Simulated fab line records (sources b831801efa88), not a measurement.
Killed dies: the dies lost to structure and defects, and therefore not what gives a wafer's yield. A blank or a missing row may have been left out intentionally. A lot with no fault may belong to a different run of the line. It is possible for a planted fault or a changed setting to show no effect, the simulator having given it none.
fab line records	flow gf180mcu
[record] lots = 5	wafers = 23
route steps=602 shown SAB@272 CONTACT@287 M1@315 V1@339 M2@362 V2@391
startH: the number of hours between the record's first day and the start of the first shown wafer of the lot	waitH: hours since the lot's step before	" repeats the value in the row above	L1.1+2: one row covering several wafers at once	- no value present, or no start provided	* or withheld: withheld	< > ~ a bound
route shown NAME@n: a module of which the file shows steps, and the number in the route of the first	usual: mean and standard deviation over wafers with no fault	same: alike in all rows	chamber/n: place in a boat	sites: each site's reading	_std_site: their standard deviation	_edge_site: the outer-site mean with the inner-site mean subtracted	radiusMm: how far each site lies from the wafer's centre	mask NAME#n: copy n	behind: tool/chamber where the wafer was last shaped	hold: why the lot was held/for how many hours/how that ended	device: names the non-switching transistor (n, p or np)	end of line: tests of these same wafers at the route's end	a step with no rows: only its recipe	killed: the dies lost at the first sort to structure and to defects; this is not the yield of the wafer	map: per-die view of a wafer (x killed, . not killed, _ where there is no die)
set.NAME: the setting the step ran with; set.NAME@STEP: the setting that earlier step ran with	model.NAME: the simulator's own value behind a step, which no gauge read
lots where settings were altered on purpose, with a table for each step and a row for each wafer
[[steps]]
[step GF_SAB_DEVELOP_08]
[recipe] developTimeS = 60	devTempC = 23
lot.wafer	tool	chamber	startH	waitH	set.developTimeS
L075.1+2+5	lithoTrack-03	0	337.80	0.1	60
L075.4+6	"	0	"	"	56.05
L078.2+4+6	lithoTrack-01	0	379.15	0.1	60
L077.1+2+3+4+6	lithoTrack-04	0	384.67	0.1	60
L081.2+4+6	lithoTrack-04	0	397.54	0.1	60
L081.3+5	"	0	"	"	51.86
L082.1+3+5	lithoTrack-04	0	425.57	0.1	60
L082.2+6	"	0	"	"	52.47
[step GF_SAB_CD_MEAS_09]
[recipe] targetCdNm = 420
[usual] cdNm = 418.2/2.2
lot.wafer	tool	chamber	startH	waitH	set.developTimeS@SAB_DEVELOP_08	cdNm
L075.1	cdSem-01	-	337.95	0.1	60	416.4
L075.2	"	-	"	"	60	415.9
L075.4	"	-	"	"	56.05	421.5
L075.5	"	-	"	"	60	412.2
L075.6	"	-	"	"	56.05	423.7
L078.2	cdSem-02	-	379.29	0.1	60	420.9
L078.4	"	-	"	"	60	422.8
L078.6	"	-	"	"	60	421.8
L077.1	cdSem-02	-	384.82	0.1	60	419.0
L077.2	"	-	"	"	60	420.1
L077.3	"	-	"	"	60	420.1
L077.4	"	-	"	"	60	420.2
L077.6	"	-	"	"	60	421.3
L081.2	cdSem-02	-	397.69	0.1	60	420.2
L081.3	"	-	"	"	51.86	432.5
L081.4	"	-	"	"	60	418.5
L081.5	"	-	"	"	51.86	433.7
L081.6	"	-	"	"	60	419.8
L082.1	cdSem-01	-	425.72	0.1	60	420.6
L082.2	"	-	"	"	52.47	432.2
L082.3	"	-	"	"	60	419.4
L082.5	"	-	"	"	60	421.2
L082.6	"	-	"	"	52.47	432.9
[step GF_SAB_ETCH_11]
[recipe] chemistry = C4F8/O2/Ar	maskMaterial = NOVOLAK	target = SiO2	targetDepthNm = 55	sourceW = 1500	biasW = 1200	pressureMtorr = 40	c4f8FlowSccm = withheld	O2_flow_sccm = 6	Ar_flow_sccm = 300	timeS = 8.5
lot.wafer	tool	chamber	startH	waitH	set.developTimeS@SAB_DEVELOP_08	model.SAB.cdNm
L075.1	rieDiel-04	0	338.11	0.0	60	416.2
L075.2	"	1	"	"	60	416.1
L075.4	"	3	"	"	56.05	421
L075.5	"	2	"	"	60	412.5
L075.6	"	1	"	"	56.05	424.4
L078.2	rieDiel-04	3	379.43	0.0	60	421.1
L078.4	"	2	"	"	60	422.9
L078.6	"	0	"	"	60	422
L077.1	rieDiel-04	3	384.97	0.0	60	418.9
L077.2+4	"	1,2	"	"	60	420.6
L077.3	"	0	"	"	60	420.1
L077.6	"	2	"	"	60	421.5
L081.2+6	rieDiel-03	2,3	397.82	0.0	60	420
L081.3	"	1	"	"	51.86	432.4
L081.4	"	3	"	"	60	418.2
L081.5	"	0	"	"	51.86	433.7
L082.1	rieDiel-03	0	425.87	0.0	60	420.7
L082.2	"	1	"	"	52.47	432
L082.3	"	2	"	"	60	419.4
L082.5	"	2	"	"	60	421.2
L082.6	"	1	"	"	52.47	432.5
[step GF_CONTACT_CVD_00]
[recipe] material = SiO2	targetThkNm = 300	sigmaOpenFrac = 0.3	tempC = 400	timeS = 50	sih4FlowSccm = 60	pressureMtorr = 6
lot.wafer	tool	chamber	startH	waitH	set.sih4FlowSccm	model.SiO2_of_CONTACT_CVD_00.thkNm
L075.1	hdpcvd-01	2	339.02	0.1	60	304.5
L075.2	"	1	"	"	57.27	290.2
L075.4	"	1	"	"	57.27	291.1
L075.5	"	2	"	"	60	303
L075.6	"	0	"	"	60	303.7
L078.2	hdpcvd-02	2	380.55	0.1	60	296.9
L078.4	"	0	"	"	60	300.6
L078.6	"	1	"	"	60	302.9
L077.1	hdpcvd-01	2	386.13	0.1	60	302.2
L077.2	"	0	"	"	60	301.4
L077.3	"	0	"	"	54.36	275.9
L077.4	"	2	"	"	54.36	277.4
L077.6	"	2	"	"	54.36	278.2
L081.2	hdpcvd-02	1	398.69	0.1	65.02	326.2
L081.3	"	0	"	"	60	301.9
L081.4	"	0	"	"	60	298.6
L081.5	"	2	"	"	65.02	321
L081.6	"	1	"	"	60	302.2
L082.1	hdpcvd-01	0	426.81	0.1	54.13	274
L082.2	"	2	"	"	60	302.8
L082.3	"	1	"	"	54.13	274.3
L082.5	"	1	"	"	60	306.8
L082.6	"	2	"	"	54.13	277.7
[step GF_CONTACT_THK_MEAS_01]
[recipe] reads = SiO2_of_CONTACT_CVD_00
[usual] CONTACT_CVD_00_THK = 301/3.2
lot.wafer	tool	chamber	startH	waitH	set.sih4FlowSccm@CONTACT_CVD_00	CONTACT_CVD_00_THK[nm]
L075.1	filmMetro-04	-	339.06	0.0	60	304
L075.2	"	-	"	"	57.27	290
L075.4	"	-	"	"	57.27	291
L075.5	"	-	"	"	60	303
L075.6	"	-	"	"	60	304
L078.2	filmMetro-04	-	380.61	0.0	60	297
L078.4	"	-	"	"	60	301
L078.6	"	-	"	"	60	303
L077.1	filmMetro-02	-	386.20	0.0	60	302
L077.2	"	-	"	"	60	301
L077.3	"	-	"	"	54.36	276
L077.4	"	-	"	"	54.36	277
L077.6	"	-	"	"	54.36	278
L081.2	filmMetro-04	-	398.74	0.0	65.02	326
L081.3	"	-	"	"	60	302
L081.4	"	-	"	"	60	298
L081.5	"	-	"	"	65.02	321
L081.6	"	-	"	"	60	302
L082.1	filmMetro-04	-	426.85	0.0	54.13	274
L082.2	"	-	"	"	60	303
L082.3	"	-	"	"	54.13	274
L082.5	"	-	"	"	60	307
L082.6	"	-	"	"	54.13	278
[step GF_CONTACT_ETCH_16]
[recipe] chemistry = N2/H2	targetDepthA = withheld	overetchA = withheld	timeS = withheld	target = BARC	ionEnergyEv = 200	sourceW = 500	biasW = 100	pressureMtorr = 30	n2FlowSccm = 100	h2FlowSccm = 200
lot.wafer	tool	chamber	startH	waitH	set.ionEnergyEv
L075.1+4+6	rieDiel-02	0,3,3	362.26	0.0	200
L075.2+5	"	2	"	"	192
L078.2+4+6	rieDiel-04	1,0,2	404.13	0.0	200
L077.1+2+3	rieDiel-04	3,1,0	409.64	0.0	182.6
L077.4+6	"	2,1	"	"	200
L081.2+3+4+5+6	rieDiel-02	0,3,2,0,1	422.96	0.0	200
L082.1+2+3+5+6	rieDiel-02	3,0,1,0,3	451.44	0.0	200
[step GF_CONTACT_ETCH_17]
[recipe] chemistry = C4F8/O2/Ar	maskMaterial = KrF	target = SiO2	stopOn = CoSi2	sourceW = 1500	biasW = 1200	pressureMtorr = 40	c4f8FlowSccm = withheld	O2_flow_sccm = 6	Ar_flow_sccm = 300	timeS = withheld	targetDepthA = 8600
[usual] oesProductAu = 0.814/0.005
lot.wafer	tool	chamber	startH	waitH	set.sih4FlowSccm@CONTACT_CVD_00	oesProductAu
L075.1	rieDiel-02	0	-	-	60	0.821
L075.2	"	2	"	"	57.27	0.809
L075.4	"	3	"	"	57.27	0.813
L075.5	"	2	"	"	60	0.819
L075.6	"	3	"	"	60	0.816
L078.2	rieDiel-04	1	-	-	60	0.812
L078.4	"	0	"	"	60	0.809
L078.6	"	2	"	"	60	0.813
L077.1	rieDiel-04	3	-	-	60	0.811
L077.2	"	1	"	"	60	0.814
L077.3	"	0	"	"	54.36	0.803
L077.4	"	2	"	"	54.36	0.798
L077.6	"	1	"	"	54.36	0.802
L081.2	rieDiel-02	0	-	-	65.02	0.824
L081.3	"	3	"	"	60	0.822
L081.4	"	2	"	"	60	0.809
L081.5	"	0	"	"	65.02	0.831
L081.6	"	1	"	"	60	0.812
L082.1	rieDiel-02	3	-	-	54.13	0.796
L082.2	"	0	"	"	60	0.817
L082.3	"	1	"	"	54.13	0.798
L082.5	"	0	"	"	60	0.814
L082.6	"	3	"	"	54.13	0.802
[step GF_M1_SPUTTER_00]
[recipe] material = Ti	targetThkNm = 37.5	arrivingIonEnergyEv = 80	substrateTempC = 200	chamberPressurePa = 2	powerW = 4000	timeS = 150
lot.wafer	tool	chamber	startH	waitH	set.timeS	model.Ti_of_M1_SPUTTER_00.thkNm
L075.1	pvdSputter-02	-	363.68	0.2	140.2	34.95
L075.2	"	-	"	"	150	37.87
L075.4	"	-	"	"	150	38.17
L075.5	"	-	"	"	140.2	35.15
L075.6	"	-	"	"	150	37.68
L078.2	pvdSputter-04	-	405.27	0.2	150	37.81
L078.4	"	-	"	"	150	37.88
L078.6	"	-	"	"	150	37.61
L077.1	pvdSputter-04	-	410.78	0.1	163.8	40.88
L077.2	"	-	"	"	150	37.46
L077.3	"	-	"	"	150	37.66
L077.4	"	-	"	"	163.8	40.85
L077.6	"	-	"	"	163.8	40.93
L081.2	pvdSputter-02	-	424.10	0.1	131	32.84
L081.3	"	-	"	"	150	37.88
L081.4	"	-	"	"	150	37.17
L081.5	"	-	"	"	150	37.05
L081.6	"	-	"	"	131	33.04
L082.1	pvdSputter-02	-	452.58	0.2	130.8	33.09
L082.2	"	-	"	"	130.8	33.12
L082.3	"	-	"	"	150	37.59
L082.5	"	-	"	"	130.8	33.02
L082.6	"	-	"	"	150	37.4
[step GF_M1_PEB_12]
[recipe] pebTempC = 135	pebTimeS = 90	resist = KrF
lot.wafer	tool	chamber	startH	waitH	set.pebTempC
L075.1+4	lithoTrack-04	0	-	-	136.6
L075.2+5+6	"	0	"	"	135
L078.2+4+6	lithoTrack-02	0	-	-	135
L077.1+2+3+4+6	lithoTrack-02	0	-	-	135
L081.2+3	lithoTrack-03	0	-	-	136.7
L081.4+5+6	"	0	"	"	135
L082.1+5+6	lithoTrack-04	0	-	-	137.6
L082.2+3	"	0	"	"	135
[step GF_M1_DEVELOP_13]
[recipe] developTimeS = 60	devTempC = 21
[step GF_M1_CD_MEAS_14]
[recipe] targetCdNm = 230
[usual] cdNm = 230.0/1.4
lot.wafer	tool	chamber	startH	waitH	set.pebTempC@M1_PEB_12	cdNm
L075.1	cdSem-01	-	386.07	0.1	136.6	226.1
L075.2	"	-	"	"	135	228.9
L075.4	"	-	"	"	136.6	226.1
L075.5	"	-	"	"	135	230.6
L075.6	"	-	"	"	135	230.7
L078.2	cdSem-02	-	429.51	0.1	135	230.5
L078.4	"	-	"	"	135	231.9
L078.6	"	-	"	"	135	231.8
L077.1	cdSem-02	-	435.34	0.1	135	231.4
L077.2	"	-	"	"	135	229.4
L077.3	"	-	"	"	135	229.6
L077.4	"	-	"	"	135	228.8
L077.6	"	-	"	"	135	229.9
L081.2	cdSem-02	-	447.87	0.1	136.7	228.6
L081.3	"	-	"	"	136.7	228.6
L081.4	"	-	"	"	135	232.6
L081.5	"	-	"	"	135	231.9
L081.6	"	-	"	"	135	233.0
L082.1	cdSem-02	-	477.22	0.1	137.6	222.6
L082.2	"	-	"	"	135	229.1
L082.3	"	-	"	"	135	229.6
L082.5	"	-	"	"	137.6	223.4
L082.6	"	-	"	"	137.6	222.6
[step GF_V1_CMP_04]
[recipe] material = SiO2	downForcePsi = 4	platenRpm = 60	padVelocityMS = 0.94248
lot.wafer	tool	chamber	startH	waitH	set.leaveAboveRefNm	model.SiO2_of_V1_CVD_02.thkNm
L075.1+6	cmp-02	3	387.28	0.1	632.5	631.4
L075.2	"	1	"	"	662.5	662.9
L075.4	"	2	"	"	632.5	632.4
L075.5	"	0	"	"	662.5	661.6
L078.4+2	cmp-02	2,0	430.68	0.1	632.5	631.5
L078.6	"	2	"	"	632.5	631.7
L077.1	cmp-01	0	436.44	0.1	632.5	631.8
L077.2	"	1	"	"	632.5	631.5
L077.4	"	2	"	"	609.1	608.3
L077.3	"	3	"	"	609.1	607.1
L077.6	"	1	"	"	609.1	609.1
L081.4	cmp-01	2	448.91	0.0	612.3	611.6
L081.3	"	0	"	"	632.5	632.1
L081.2	"	1	"	"	612.3	611.1
L081.6	"	2	"	"	632.5	632.7
L081.5	"	3	"	"	612.3	611.3
L082.2	cmp-02	0	478.28	0.0	660.1	659.1
L082.3	"	2	"	"	632.5	632.1
L082.1	"	3	"	"	632.5	632.5
L082.6	"	0	"	"	660.1	659.2
L082.5	"	1	"	"	632.5	633.7
[step GF_V1_DEHYDRATE_06]
[recipe] tempC = 200	timeS = 60
[step GF_V1_ETCH_16]
[recipe] chemistry = N2/H2	targetDepthA = withheld	overetchA = withheld	timeS = withheld	target = BARC	ionEnergyEv = 200	sourceW = 500	biasW = 100	pressureMtorr = 30	n2FlowSccm = 100	h2FlowSccm = 200
[step GF_V1_ETCH_17]
[recipe] chemistry = C4F8/O2/Ar	maskMaterial = KrF	target = SiO2	stopOn = TiN	sourceW = 1500	biasW = 1200	pressureMtorr = 40	c4f8FlowSccm = withheld	O2_flow_sccm = 6	Ar_flow_sccm = 300	timeS = withheld	targetDepthA = 6300
[usual] oesProductAu = 0.855/0.005
lot.wafer	tool	chamber	startH	waitH	set.leaveAboveRefNm@V1_CMP_04	oesProductAu	model.V1.featureDepthNm
L075.1	rieDiel-03	3	-	-	632.5	0.850	631.4
L075.2	"	0	"	"	662.5	0.882	662.9
L075.4	"	2	"	"	632.5	0.854	632.4
L075.5	"	2	"	"	662.5	0.869	661.6
L075.6	"	3	"	"	632.5	0.854	631.4
L078.2	rieDiel-03	3	-	-	632.5	0.861	631.5
L078.4	"	2	"	"	632.5	0.852	631.5
L078.6	"	3	"	"	632.5	0.850	631.7
L077.1	rieDiel-03	2	-	-	632.5	0.857	631.8
L077.2	"	3	"	"	632.5	0.855	631.5
L077.3	"	0	"	"	609.1	0.837	607.1
L077.4	"	1	"	"	609.1	0.832	608.3
L077.6	"	0	"	"	609.1	0.837	609.1
L081.2	rieDiel-03	3	-	-	612.3	0.841	611.1
L081.3	"	1	"	"	632.5	0.857	632.1
L081.4	"	2	"	"	612.3	0.848	611.6
L081.5	"	0	"	"	612.3	0.833	611.3
L081.6	"	3	"	"	632.5	0.851	632.7
L082.1	rieDiel-01	2	-	-	632.5	0.855	632.5
L082.2	"	3	"	"	660.1	0.875	659.1
L082.3	"	1	"	"	632.5	0.857	632.1
L082.5	"	2	"	"	632.5	0.856	633.7
L082.6	"	3	"	"	660.1	0.886	659.2
[step GF_M2_SPUTTER_00]
[recipe] material = Ti	targetThkNm = 37.5	arrivingIonEnergyEv = 80	substrateTempC = 200	chamberPressurePa = 2	powerW = 4000	timeS = 150
lot.wafer	tool	chamber	startH	waitH	set.chamberPressurePa	model.Ti_of_M2_SPUTTER_00.thkNm
L075.1	pvdSputter-04	-	412.00	0.1	1.781	40.22
L075.2	"	-	"	"	1.781	40.01
L075.4	"	-	"	"	1.781	40.27
L075.5	"	-	"	"	1.781	39.9
L075.6	"	-	"	"	1.781	40.04
L078.2	pvdSputter-04	-	457.71	0.2	2	37.3
L078.4	"	-	"	"	2	37.16
L078.6	"	-	"	"	2	37.06
L077.1	pvdSputter-04	-	462.91	0.1	2.178	36.02
L077.2	"	-	"	"	2.178	35.7
L077.3	"	-	"	"	2.178	35.69
L077.4	"	-	"	"	2.178	35.94
L077.6	"	-	"	"	2.178	35.23
L081.2	pvdSputter-01	-	475.05	0.1	2	38.23
L081.3	"	-	"	"	2	38.09
L081.4	"	-	"	"	2	38.78
L081.5	"	-	"	"	2	38.42
L081.6	"	-	"	"	2	38.19
L082.1	pvdSputter-03	-	503.91	0.1	2	37.75
L082.2	"	-	"	"	2	37.54
L082.3	"	-	"	"	2	37.56
L082.5	"	-	"	"	2	37.96
L082.6	"	-	"	"	2	37.98
[step GF_M2_COAT_09]
[recipe] resist = KrF	spinRpm = withheld	resistThkNm = 1000
lot.wafer	tool	chamber	startH	waitH	set.resistThkNm	model.KrF_of_M2_COAT_09.thkNm
L075.1+2+4+5+6	lithoTrack-01	0	423.82	0.1	1000	-
L078.2	lithoTrack-01	0	469.94	0.1	1000	1001
L078.4+6	"	0	"	"	1000	1002
L077.1	lithoTrack-01	0	474.52	0.1	959.5	960.9
L077.2	"	0	"	"	1000	1003
L077.3	"	0	"	"	959.5	964.3
L077.4	"	0	"	"	1000	1004
L077.6	"	0	"	"	1000	1005
L081.2	lithoTrack-04	0	486.99	0.1	1000	1005
L081.3+6	"	0	"	"	1000	1002
L081.4	"	0	"	"	1000	1004
L081.5	"	0	"	"	1000	1003
L082.1+2	lithoTrack-03	0	515.30	0.1	1000	999.3
L082.3	"	0	"	"	1035	1035
L082.5	"	0	"	"	1035	1036
L082.6	"	0	"	"	1035	1037
[step GF_M2_SOFTBAKE_10]
[recipe] tempC = 130	timeS = 60	resist = KrF
[step GF_M2_EXPOSE_11]
[recipe] maskId = Metal2	targetCdNm = 280	na = 0.68	sourceShape = conventional	sigmaOuter = 0.6	doseMj = 28
[step GF_M2_METAL_ETCH_16]
[recipe] chemistry = Cl2/BCl3	maskMaterial = KrF	targetDepthNm = 627.5	stopOn = SiO2	pressureMtorr = 8	icpW = 800	biasW = 140	Cl2_flow_sccm = 80	bcl3FlowSccm = 40	timeS = 104.6
[step GF_M2_STRIP_17]
[recipe] chemistry = O2/N2	powerW = 1400	pressureMtorr = 1500	platenTempC = 250	o2FlowSccm = 3000	n2FlowSccm = 300	overashFraction = 0.5
[usual] stripTimeToEndpointS = 7.90/0.048
lot.wafer	tool	chamber	startH	waitH	set.resistThkNm@M2_COAT_09	stripTimeToEndpointS
L075.1	plasmaAsher-03	0	436.34	0.1	1000	7.92
L075.2	"	1	"	"	1000	7.94
L075.4	"	0	"	"	1000	7.92
L075.5	"	1	"	"	1000	7.88
L075.6	"	0	"	"	1000	7.90
L078.2	plasmaAsher-03	0	481.74	0.1	1000	7.91
L078.4	"	1	"	"	1000	7.96
L078.6	"	0	"	"	1000	7.95
L077.1	plasmaAsher-04	1	486.94	0.1	959.5	7.58
L077.2	"	0	"	"	1000	7.90
L077.3	"	1	"	"	959.5	7.55
L077.4	"	0	"	"	1000	7.97
L077.6	"	1	"	"	1000	8.01
L081.2	plasmaAsher-04	1	499.22	0.1	1000	8.00
L081.3	"	0	"	"	1000	7.92
L081.4	"	1	"	"	1000	7.97
L081.5	"	0	"	"	1000	7.97
L081.6	"	1	"	"	1000	7.93
L082.1	plasmaAsher-01	1	527.57	0.1	1000	7.90
L082.2	"	0	"	"	1000	7.89
L082.3	"	1	"	"	1035	8.24
L082.5	"	0	"	"	1035	8.25
L082.6	"	1	"	"	1035	8.25
[step GF_V2_COAT_09]
[recipe] resist = KrF	spinRpm = withheld	resistThkNm = 1000
lot.wafer	tool	chamber	startH	waitH	set.resistThkNm	model.KrF_of_V2_COAT_09.thkNm
L075.1+4	lithoTrack-01	0	-	-	1039	1043
L075.2+5+6	"	0	"	"	1000	1001
L078.2	lithoTrack-03	0	-	-	1000	1001
L078.4	"	0	"	"	1000	1002
L078.6	"	0	"	"	1000	1003
L077.1	lithoTrack-03	0	-	-	1000	1000
L077.2+6	"	0	"	"	1000	1003
L077.3	"	0	"	"	977.1	977.6
L077.4	"	0	"	"	977.1	977.2
L081.2	lithoTrack-01	0	-	-	1000	995.4
L081.3	"	0	"	"	1036	1034
L081.4	"	0	"	"	1036	1032
L081.5	"	0	"	"	1000	996.8
L081.6	"	0	"	"	1036	1036
L082.1	lithoTrack-01	0	-	-	1000	1005
L082.2+3	"	0	"	"	1000	1002
L082.5	"	0	"	"	948.5	956
L082.6	"	0	"	"	948.5	950.4
[step GF_V2_ETCH_16]
[recipe] chemistry = N2/H2	targetDepthA = withheld	overetchA = withheld	timeS = withheld	target = BARC	ionEnergyEv = 200	sourceW = 500	biasW = 100	pressureMtorr = 30	n2FlowSccm = 100	h2FlowSccm = 200
lot.wafer	tool	chamber	startH	waitH	set.biasW
L075.1+6	rieDiel-03	1,3	463.43	0.0	100
L075.2+4+5	"	0,2,2	"	"	96.16
L078.2+4+6	rieDiel-04	2,1,3	506.41	0.0	100
L077.1+2+3+4+6	rieDiel-03	3,1,0,2,2	511.91	0.0	100
L081.2+6	rieDiel-03	2	523.91	0.0	100
L081.3+4+5	"	0,1,3	"	"	108.1
L082.1+2+6	rieDiel-02	0,1,2	551.27	0.0	100
L082.3+5	"	3	"	"	108
[step GF_V2_ETCH_17]
[recipe] chemistry = C4F8/O2/Ar	maskMaterial = KrF	target = SiO2	stopOn = TiN	sourceW = 1500	biasW = 1200	pressureMtorr = 40	c4f8FlowSccm = withheld	O2_flow_sccm = 6	Ar_flow_sccm = 300	timeS = withheld	targetDepthA = 6300
[step GF_V2_STRIP_18]
[recipe] chemistry = O2/N2	powerW = 1400	pressureMtorr = 1500	platenTempC = 250	o2FlowSccm = 3000	n2FlowSccm = 300	overashFraction = 0.5
[usual] oesProductAu = 0.593/0.0051
lot.wafer	tool	chamber	startH	waitH	set.resistThkNm@V2_COAT_09	oesProductAu
L075.1	plasmaAsher-03	1	463.56	-	1039	0.607
L075.2	"	0	"	"	1000	0.584
L075.4	"	1	"	"	1039	0.615
L075.5	"	1	"	"	1000	0.595
L075.6	"	0	"	"	1000	0.600
L078.2	plasmaAsher-02	0	506.54	-	1000	0.591
L078.4	"	0	"	"	1000	0.590
L078.6	"	1	"	"	1000	0.591
L077.1	plasmaAsher-03	1	512.04	-	1000	0.598
L077.2	"	0	"	"	1000	0.589
L077.3	"	1	"	"	977.1	0.586
L077.4	"	0	"	"	977.1	0.592
L077.6	"	1	"	"	1000	0.600
L081.2	plasmaAsher-03	0	524.04	-	1000	0.591
L081.3	"	0	"	"	1036	0.605
L081.4	"	1	"	"	1036	0.607
L081.5	"	1	"	"	1000	0.591
L081.6	"	0	"	"	1036	0.604
L082.1	plasmaAsher-04	0	551.40	-	1000	0.590
L082.2	"	1	"	"	1000	0.594
L082.3	"	0	"	"	1000	0.586
L082.5	"	0	"	"	948.5	0.573
L082.6	"	1	"	"	948.5	0.575
[[key]]
[split] step = GF_SAB_DEVELOP_08	setting = developTimeS	stated = 60	by = wafer
[response] step = GF_SAB_CD_MEAS_09	reading = cdNm	change = -1.01	per = 1%	r = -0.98
[response] step = GF_SAB_ETCH_11	reading = model.SAB.cdNm	change = -1	per = 1%	r = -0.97
[split] step = GF_CONTACT_CVD_00	setting = sih4FlowSccm	stated = 60	by = wafer
[response] step = GF_CONTACT_CVD_00	reading = model.SiO2_of_CONTACT_CVD_00.thkNm	change = +2.8	per = 1%	r = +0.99
[response] step = GF_CONTACT_THK_MEAS_01	reading = CONTACT_CVD_00_THK	change = +2.8	per = 1%	r = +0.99
[response] step = GF_CONTACT_ETCH_17	reading = oesProductAu	change = +0.00152	per = 1%	r = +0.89
[split] step = GF_CONTACT_ETCH_16	setting = ionEnergyEv	stated = 200	by = wafer
response none clear
[split] step = GF_M1_SPUTTER_00	setting = timeS	stated = 150	by = wafer
[response] step = GF_M1_SPUTTER_00	reading = model.Ti_of_M1_SPUTTER_00.thkNm	change = +0.358	per = 1%	r = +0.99
[split] step = GF_M1_PEB_12	setting = pebTempC	stated = 135	by = wafer
[response] step = GF_M1_CD_MEAS_14	reading = cdNm	change = -3.31	per = 1%	r = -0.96
[split] step = GF_V1_CMP_04	setting = leaveAboveRefNm	stated = 632.5	by = wafer
[response] step = GF_V1_CMP_04	reading = model.SiO2_of_V1_CVD_02.thkNm	change = +6.33	per = 1%	r = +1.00
[response] step = GF_V1_ETCH_17	reading = oesProductAu	change = +0.00509	per = 1%	r = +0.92
[response] step = GF_V1_ETCH_17	reading = model.V1.featureDepthNm	change = +6.33	per = 1%	r = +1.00
[split] step = GF_M2_SPUTTER_00	setting = chamberPressurePa	stated = 2	by = lot
[response] step = GF_M2_SPUTTER_00	reading = model.Ti_of_M2_SPUTTER_00.thkNm	change = -0.219	per = 1%	r = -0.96
[split] step = GF_M2_COAT_09	setting = resistThkNm	stated = 1000	by = wafer
[response] step = GF_M2_COAT_09	reading = model.KrF_of_M2_COAT_09.thkNm	change = +10.4	per = 1%	r = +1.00
[response] step = GF_M2_STRIP_17	reading = stripTimeToEndpointS	change = *	per = 1%	r = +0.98
[split] step = GF_V2_COAT_09	setting = resistThkNm	stated = 1000	by = wafer
[response] step = GF_V2_COAT_09	reading = model.KrF_of_V2_COAT_09.thkNm	change = +10.2	per = 1%	r = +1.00
[response] step = GF_V2_STRIP_18	reading = oesProductAu	change = +0.00369	per = 1%	r = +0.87
[split] step = GF_V2_ETCH_16	setting = biasW	stated = 100	by = wafer
response none clear
